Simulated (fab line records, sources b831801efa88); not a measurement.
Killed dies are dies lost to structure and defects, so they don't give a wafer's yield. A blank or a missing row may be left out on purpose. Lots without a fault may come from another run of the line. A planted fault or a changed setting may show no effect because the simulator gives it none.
Which tool did it? | flow sky130 | 9 lots, 27 wafers sampled, at 4 steps of a route of 708

WHAT THE GAUGES READ, wafer by wafer
SKY_CAPM_RS_MEAS_03: measures by four-point-probe.
lot  | measured     | on            | CAPM_TIN_RS (ohm/sq)
L316 | day 36 23:42 | film_metro-04 | 6.91 6.97 7.04
L317 | day 37 02:16 | film_metro-01 | 7.08 6.99 6.98
L319 | day 38 00:48 | film_metro-01 | 7.13 7.03 7.05
L325 | day 39 15:44 | film_metro-03 | 7.00 6.97 7.11
L332 | day 40 23:56 | film_metro-01 | 6.85 6.83 6.81
L333 | day 41 03:20 | film_metro-01 | 7.01 7.00 6.54
L335 | day 41 21:07 | film_metro-04 | 6.99 6.99 6.54
L336 | day 42 01:29 | film_metro-03 | 6.88 6.86 6.89
L339 | day 42 22:25 | film_metro-01 | 7.00 6.93 6.89

WHICH TOOL RAN EACH LOT (tool, then ch and the chambers of the sampled wafers, then the start)
lot  | SKY_VIA2_CMP_24               | SKY_METAL3_SPUTTER_02        | SKY_CAPM_SPUTTER_02
L316 | cmp-01 ch 0,3, day 36 23:03   | pvd_sputter-02, day 36 23:24 | pvd_sputter-01, day 36 23:35
L317 | cmp-02 ch 0,3, day 37 01:35   | pvd_sputter-03, day 37 01:56 | pvd_sputter-04, day 37 02:08
L319 | cmp-02 ch 1,3, day 38 00:07   | pvd_sputter-03, day 38 00:28 | pvd_sputter-04, day 38 00:39
L325 | cmp-01 ch 0,1,3, day 39 15:10 | pvd_sputter-03, day 39 15:25 | pvd_sputter-04, day 39 15:36
L332 | cmp-02 ch 1,3, day 40 23:19   | pvd_sputter-03, day 40 23:37 | pvd_sputter-01, day 40 23:48
L333 | cmp-02 ch 0,1,3, day 41 02:41 | pvd_sputter-03, day 41 03:02 | pvd_sputter-04, day 41 03:14
L335 | cmp-01 ch 1,2,3, day 41 20:28 | pvd_sputter-02, day 41 20:49 | pvd_sputter-04, day 41 21:00
L336 | cmp-01 ch 0,1,2, day 42 00:55 | pvd_sputter-03, day 42 01:10 | pvd_sputter-02, day 42 01:22
L339 | cmp-01 ch 1,2,3, day 42 21:46 | pvd_sputter-01, day 42 22:06 | pvd_sputter-02, day 42 22:18
- SKY_VIA2_CMP_24: polishes, stops on SiO2, t overpolish 20 s, target thk 0 nm.
- SKY_METAL3_SPUTTER_02: material AlCu, target thk 735 nm, time 39.1 s.
- SKY_CAPM_SPUTTER_02: material TiN, target thk 200 nm, time 166.7 s.

THE ANSWER, worked out from the rows above alone
Rule: what is usual is taken from the lots themselves. Put in order of their means at a reading, lots are off if they are a third of the lots or fewer, leave a main group of 4 or more, and stand apart from it by a gap of 3 or more times the standard deviation of the main group's means; of several such gaps the widest counts. A main group whose means are all the same, to the digits that the tables above print for the reading, isn't used. A lot without any number at a reading at which 4 lots or more have one is off too. The other lots that the step has rows for count as sound.
No lot is off at any reading shown: from this, nothing can be told.

WHAT THE SIMULATOR HAD PUT IN
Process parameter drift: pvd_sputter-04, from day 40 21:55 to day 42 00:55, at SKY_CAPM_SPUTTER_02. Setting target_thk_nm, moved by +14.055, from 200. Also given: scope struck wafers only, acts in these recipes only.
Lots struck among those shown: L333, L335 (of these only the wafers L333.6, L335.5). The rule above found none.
